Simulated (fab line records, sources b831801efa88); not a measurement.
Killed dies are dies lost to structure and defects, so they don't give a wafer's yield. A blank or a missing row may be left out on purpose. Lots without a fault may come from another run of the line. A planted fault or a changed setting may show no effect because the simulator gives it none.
Which tool did it? | flow sky130 | 12 lots, 36 wafers sampled, at 4 steps of a route of 708

WHAT THE GAUGES READ, wafer by wafer
SKY_CONTACT_THK_MEAS_03. Usual: CONTACT_HDPCVD_THK 565 nm, standard deviation 5.7.
lot  | measured     | on            | CONTACT_HDPCVD_THK (nm) | flag
L339 | day 30 19:01 | film_metro-01 | 561 566 569             |
L340 | day 31 05:49 | film_metro-01 | 574 563 568             |
L342 | day 32 06:28 | film_metro-01 | 556 573 564             |
L343 | day 32 06:47 | film_metro-02 | 557 570 574             |
L347 | day 34 10:41 | film_metro-04 | 561 569 565             |
L348 | day 34 15:25 | film_metro-02 | 567 576 563             |
L349 | day 34 19:04 | film_metro-04 | 562 563 566             |
L352 | day 35 12:16 | film_metro-04 | 567 569 571             |
L353 | day 35 14:46 | film_metro-02 | 575 568 578             |
L356 | day 36 11:50 | film_metro-02 | 575 568 570             |
L359 | day 37 23:41 | film_metro-02 | 566 567 566             |
L361 | day 38 03:04 | film_metro-04 | 565 569 572             |

SKY_VIA1_THK_MEAS_01. Usual: VIA1_HDPCVD_THK 1024 nm, standard deviation 15.
lot  | measured     | on            | VIA1_HDPCVD_THK (nm) | flag
L339 | day 33 05:23 | film_metro-04 | 1009 1053 1037       |
L340 | day 33 15:37 | film_metro-02 | 1046 1010 1019       |
L342 | day 34 16:25 | film_metro-04 | 1002 1021 1008       |
L343 | day 34 17:04 | film_metro-03 | 999 1047 994         |
L347 | day 36 19:02 | film_metro-03 | 1010 1022 1042       |
L348 | day 36 23:51 | film_metro-04 | 1029 998 991         |
L349 | day 37 02:26 | film_metro-02 | 1023 1019 1033       |
L352 | day 37 19:38 | film_metro-04 | 1014 1021 1049       |
L353 | day 37 22:31 | film_metro-02 | 1019 1046 1021       |
L356 | day 38 19:10 | film_metro-03 | 1019 1012 1042       |
L359 | day 40 06:13 | film_metro-02 | 1018 1019 1021       |
L361 | day 40 09:41 | film_metro-03 | 1029 1019 1040       |

SKY_VIA1_BOW_MEAS_03. Usual: VIA1_BOW 80 um, standard deviation 7.5.
lot  | measured     | on            | VIA1_BOW (um) | flag
L339 | day 33 05:46 | film_metro-03 | 66 62 76      |
L340 | day 33 15:58 | film_metro-04 | 77 81 93      |
L342 | day 34 16:47 | film_metro-02 | 78 79 62      |
L343 | day 34 17:26 | film_metro-02 | 98 89 82      |
L347 | day 36 19:24 | film_metro-03 | 92 78 69      |
L348 | day 37 00:18 | film_metro-03 | 83 75 82      |
L349 | day 37 02:49 | film_metro-03 | 86 72 78      |
L352 | day 37 20:00 | film_metro-02 | 91 65 76      |
L353 | day 37 22:53 | film_metro-04 | 81 81 82      |
L356 | day 38 19:35 | film_metro-04 | 91 90 89      |
L359 | day 40 06:36 | film_metro-03 | 70 78 89      |
L361 | day 40 10:05 | film_metro-04 | 87 77 81      |

WHICH TOOL RAN EACH LOT (tool, then ch and the chambers of the sampled wafers, then the start)
lot  | SKY_METAL1_ETCH_18
L339 | rie_metal-01 ch 0, day 33 04:23
L340 | rie_metal-02 ch 1, day 33 14:35
L342 | rie_metal-01 ch 0,1, day 34 15:31
L343 | rie_metal-04 ch 0,1, day 34 16:10
L347 | rie_metal-01 ch 0,1, day 36 18:08
L348 | rie_metal-01 ch 0,1, day 36 23:00
L349 | rie_metal-04 ch 0, day 37 01:23
L352 | rie_metal-01 ch 0,1, day 37 18:46
L353 | rie_metal-02 ch 0,1, day 37 21:40
L356 | rie_metal-01 ch 1, day 38 18:13
L359 | rie_metal-02 ch 0,1, day 40 05:20
L361 | rie_metal-02 ch 0,1, day 40 08:47
- SKY_METAL1_ETCH_18: etches BARC in N2/H2, stops on SiO2, time 45.9 s, target depth 60 nm.

WHAT THE TOOLS THEMSELVES READ (means of the sampled wafers that have a number; where no wafer has one, the mark that the record gives instead)
SKY_METAL1_ETCH_18. Usual: bias_w 100.0 W, standard deviation 0.31; drypump_motor_current_A 6.1 A, standard deviation 0.32; oes_product_au 0.855 a.u., standard deviation 0.0047; rf_fwd_power_W 494.1 W, standard deviation 2.4; throttle_valve_pct 13.225 %, standard deviation 0.0091.
lot  | tool         | bias_w (W) | drypump_motor_current_A (A) | oes_product_au (a.u.) | rf_fwd_power_W (W) | throttle_valve_pct (%) | flag
L339 | rie_metal-01 | 99.6       | 6.2                         | 0.856                 | 492.9              | 13.224                 |
L340 | rie_metal-02 | 100.1      | 5.7                         | 0.856                 | 497.7              | 13.226                 |
L342 | rie_metal-01 | 99.9       | 6.2                         | 0.855                 | 495.0              | 13.229                 |
L343 | rie_metal-04 | 100.0      | 5.9                         | 0.859                 | 495.8              | 13.229                 |
L347 | rie_metal-01 | 100.1      | 6.3                         | 0.855                 | 492.4              | 13.223                 |
L348 | rie_metal-01 | 99.9       | 6.3                         | 0.851                 | 491.8              | 13.236                 |
L349 | rie_metal-04 | 99.7       | 5.6                         | 0.852                 | 496.2              | 13.225                 |
L352 | rie_metal-01 | 100.0      | 6.3                         | 0.853                 | 411.2              | 13.224                 | OFF
L353 | rie_metal-02 | 99.9       | 5.9                         | 0.849                 | 495.7              | 13.222                 |
L356 | rie_metal-01 | 100.0      | 6.4                         | 0.854                 | 410.7              | 13.221                 | OFF
L359 | rie_metal-02 | 100.0      | 5.9                         | 0.854                 | 494.7              | 13.210                 |
L361 | rie_metal-02 | 100.2      | 5.8                         | 0.856                 | 494.7              | 13.214                 |

THE ANSWER, worked out from the rows above alone
Rule: a lot is off if the mean of its wafers that have a number lies more than 3 standard deviations from the usual mean. A lot without any number at a reading at which 4 lots or more have one is off too. The other lots that the step has rows for count as sound. The gauges are gone through in route order, then the tools' own readings, and for those a lot's mean is taken as printed above. The first step at which some lot is off is used, and at that step the reading that is off furthest; a lot without a number counts as furthest.
Off: L352, L356, at SKY_METAL1_ETCH_18 (rf_fwd_power_W).
A tool fits if, at that step or a process step before it, it ran every lot that is off, and no sound lot after the first of them. One fits: rie_metal-01 at SKY_METAL1_ETCH_18. Its last sound lot is L348 (day 36 23:00), its first lot that is off L352 (day 37 18:46): a fault that began between those two fits.
The tool's own readings at SKY_METAL1_ETCH_18 bear it out: on the lots that are off they differ by more than 5 times the standard deviation of the sound lots' means. rf_fwd_power_W reads 410.9 W there against 494.7 W on the sound lots.

WHAT THE SIMULATOR HAD PUT IN
Process parameter drift: rie_metal-01, from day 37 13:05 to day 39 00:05, at SKY_METAL1_ETCH_18. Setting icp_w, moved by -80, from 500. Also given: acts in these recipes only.
Lots struck among those shown: L352, L356. The rule above found the same.
